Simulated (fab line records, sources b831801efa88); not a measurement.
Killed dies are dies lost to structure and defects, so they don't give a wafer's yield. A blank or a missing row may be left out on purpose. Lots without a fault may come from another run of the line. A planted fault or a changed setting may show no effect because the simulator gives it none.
Which tool did it? | flow sky130 | 13 lots, 39 wafers sampled, at 4 steps of a route of 708

WHAT THE GAUGES READ, wafer by wafer
SKY_METAL4_OVL_MEAS_14. Usual: METAL4_OVL 3 nm, standard deviation 5.2.
lot  | measured     | on         | METAL4_OVL (nm) | flag
L197 | day 41 18:21 | overlay-01 | 9 6 3           |
L198 | day 42 02:47 | overlay-02 | 2 0 -4          |
L199 | day 42 09:13 | overlay-02 | 4 4 7           |
L202 | day 43 02:56 | overlay-01 | 11 2 7          |
L204 | day 43 19:08 | overlay-01 | 10 3 6          |
L206 | day 44 09:20 | overlay-02 | 8 1 2           |
L205 | day 44 09:14 | overlay-01 | 7 4 4           |
L207 | day 44 16:26 | overlay-02 | 6 5 7           |
L208 | day 45 05:50 | overlay-02 | -6 0 2          |
L212 | day 46 03:57 | overlay-02 | -2 1 5          |
L214 | day 46 16:37 | overlay-01 | 4 5 -5          |
L216 | day 47 09:47 | overlay-01 | 10 13 8         |
L218 | day 47 13:58 | overlay-01 | 1 4 7           |

SKY_VIA4_THK_MEAS_20: measures by xrf. Usual: VIA4_W_THK 499 nm, standard deviation 6.7.
lot  | measured     | on            | VIA4_W_THK (nm) | flag
L197 | day 42 20:59 | film_metro-01 | 508 510 506     |
L198 | day 43 04:43 | film_metro-04 | 505 506 504     |
L199 | day 43 10:45 | film_metro-04 | 488 488 493     |
L202 | day 44 03:23 | film_metro-03 | 497 500 500     |
L204 | day 44 19:35 | film_metro-03 | 501 503 502     |
L206 | day 45 09:32 | film_metro-01 | 510 514 514     |
L205 | day 45 09:10 | film_metro-03 | 499 492 499     |
L207 | day 45 16:19 | film_metro-03 | 505 503 500     |
L208 | day 46 05:32 | film_metro-03 | 499 493 499     |
L212 | day 47 03:25 | film_metro-01 | 508 508 511     |
L214 | day 47 14:47 | film_metro-04 | 490 494 490     |
L216 | day 48 07:41 | film_metro-03 | 497 498 497     |
L218 | day 48 11:07 | film_metro-04 | 500 508 505     |

SKY_PASSIVATION_THK_MEAS_01. Usual: PASSIVATION_CVD_00_THK 90.1 nm, standard deviation 1.2.
lot  | measured     | on            | PASSIVATION_CVD_00_THK (nm) | flag
L197 | day 43 21:07 | film_metro-01 | 88.7 88.6 88.9              |
L198 | day 44 04:04 | film_metro-04 | 89.3 89.4 91.7              |
L199 | day 44 10:11 | film_metro-04 | 89.2 90.6 89.7              |
L202 | day 45 02:04 | film_metro-02 | 89.5 88.1 90.2              |
L204 | day 45 18:59 | film_metro-01 | 91.7 91.9 91.6              |
L206 | day 46 07:38 | film_metro-01 | 90.4 89.6 92.3              |
L205 | day 46 06:55 | film_metro-04 | 89.4 90.9 90.6              |
L207 | day 46 14:09 | film_metro-01 | 90.6 91.2 92.1              |
L208 | day 47 03:01 | film_metro-02 | 89.4 90.6 91.4              |
L212 | day 48 00:38 | film_metro-01 | 88.9 91.7 90.8              |
L214 | day 48 10:28 | film_metro-04 | 89.2 91.3 91.6              |
L216 | day 49 02:54 | film_metro-02 | 89.4 90.6 91.3              |
L218 | day 49 06:06 | film_metro-02 | 90.7 90.2 90.8              |

WHICH TOOL RAN EACH LOT (tool, then ch and the chambers of the sampled wafers, then the start)
lot  | SKY_LI_CONTACT_ETCH_15
L197 | rie_diel-03 ch 0,1,2, day 28 23:53
L198 | rie_diel-01 ch 0,1,2, day 29 06:26
L199 | rie_diel-03 ch 0,1,3, day 29 14:52
L202 | rie_diel-02 ch 0,1,2, day 30 12:44
L204 | rie_diel-01 ch 2,3, day 31 09:05
L206 | rie_diel-03 ch 0,1,3, day 32 01:41
L205 | rie_diel-02 ch 0,1,3, day 32 02:26
L207 | rie_diel-01 ch 1,2,3, day 32 11:53
L208 | rie_diel-03 ch 1,2, day 33 02:47
L212 | rie_diel-02 ch 0,2,3, day 34 05:56
L214 | rie_diel-01 ch 1,2,3, day 34 21:01
L216 | rie_diel-03 ch 2,3, day 35 22:47
L218 | rie_diel-03 ch 1,2,3, day 36 05:35
- SKY_LI_CONTACT_ETCH_15: etches PSG in C4F8/O2/Ar, stops on Si, target depth 600 nm.

WHAT THE TOOLS THEMSELVES READ (means of the sampled wafers that have a number; where no wafer has one, the mark that the record gives instead)
SKY_LI_CONTACT_ETCH_15. Usual: bias_w 1200 W, standard deviation 3.5; oes_product_au 0.837 a.u., standard deviation 0.0044.
lot  | tool        | bias_w (W) | oes_product_au (a.u.) | flag
L197 | rie_diel-03 | 1200       | 0.838                 |
L198 | rie_diel-01 | 1200       | 0.837                 |
L199 | rie_diel-03 | 1202       | 0.838                 |
L202 | rie_diel-02 | 1200       | 0.838                 |
L204 | rie_diel-01 | 1193       | 0.833                 |
L206 | rie_diel-03 | 1204       | 0.836                 |
L205 | rie_diel-02 | 1199       | 0.834                 |
L207 | rie_diel-01 | 1202       | 0.835                 |
L208 | rie_diel-03 | 1201       | 0.838                 |
L212 | rie_diel-02 | 1203       | 0.834                 |
L214 | rie_diel-01 | 1198       | 0.837                 |
L216 | rie_diel-03 | 1202       | 0.834                 |
L218 | rie_diel-03 | 1201       | 0.838                 |

THE ANSWER, worked out from the rows above alone
Rule: a lot is off if the mean of its wafers that have a number lies more than 3 standard deviations from the usual mean. A lot without any number at a reading at which 4 lots or more have one is off too. The other lots that the step has rows for count as sound. The gauges are gone through in route order, then the tools' own readings, and for those a lot's mean is taken as printed above. The first step at which some lot is off is used, and at that step the reading that is off furthest; a lot without a number counts as furthest.
No lot is off at any reading shown: from this, nothing can be told.

WHAT THE SIMULATOR HAD PUT IN
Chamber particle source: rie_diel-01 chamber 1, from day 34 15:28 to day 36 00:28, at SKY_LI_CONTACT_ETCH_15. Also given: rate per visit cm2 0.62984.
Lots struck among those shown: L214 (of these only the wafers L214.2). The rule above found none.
